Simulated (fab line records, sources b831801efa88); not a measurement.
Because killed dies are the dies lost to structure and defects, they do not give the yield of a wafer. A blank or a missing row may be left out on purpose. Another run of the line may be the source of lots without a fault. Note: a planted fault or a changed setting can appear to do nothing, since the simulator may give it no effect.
Chamber matching | flow gf180mcu | GF_PASSIVATION_CVD_00 on pecvd-03 has 3 sister chambers
The step deposits SiO2 from TEOS, target thk 1000 nm, time 111.95 s. 6 wafers are shown with their chamber, then 11 later ones without.

## EACH WAFER AND ITS CHAMBER
wafer  | chamber | heater power w (W) | rf fwd power W (W)
L082.1 | 2       | 639                | 595.5
L083.5 | 2       | 648                | 595.6
L083.6 | 1       | 671                | 597.2
L085.5 | 0       | 845                | 597.3
L085.6 | 1       | 686                | 600.4
L087.2 | 0       | 842                | 598.8

## WAFERS WITHOUT THEIR CHAMBER
wafer  | heater power w (W) | rf fwd power W (W)
L087.5 | 632                | 597.0
L087.6 | 712                | 598.0
L089.1 | 639                | 595.2
L089.5 | 520                | 597.0
L089.6 | 647                | 598.4
L095.1 | 626                | 596.6
L095.3 | 641                | 593.9
L095.6 | 510                | 594.3
L096.1 | 637                | 593.3
L096.2 | 690                | 598.7
L096.4 | 520                | 593.7

## WHICH CHAMBER EACH WENT THROUGH
wafer  | from the rows above | in truth
L087.5 | 2                   | 2
L087.6 | 1                   | 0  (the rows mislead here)
L089.1 | 2                   | 2
L089.5 | 2                   | 2
L089.6 | 2                   | 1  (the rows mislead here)
L095.1 | 2                   | 2
L095.3 | 2                   | 2
L095.6 | 2                   | 2
L096.1 | 2                   | 2
L096.2 | 1                   | 1
L096.4 | 2                   | 2
Correct placement for 9 of the 11. Not placeable from these rows: 0. Wrongly placed: 2.
How it was worked out, from the rows above alone: a wafer's distance from a chamber is the root of the sum, over the readings, of the square of ((its reading less the chamber's mean) divided by the reading's scatter). If the next closest chamber is less than 2 further off than the closest, the wafer can't be placed; otherwise it belongs to the closest. Each chamber's mean is taken over the wafers shown for it. The scatter: the root of (the sum of the squares of (reading less its chamber's mean) over the shown wafers, divided by (wafers less chambers)).
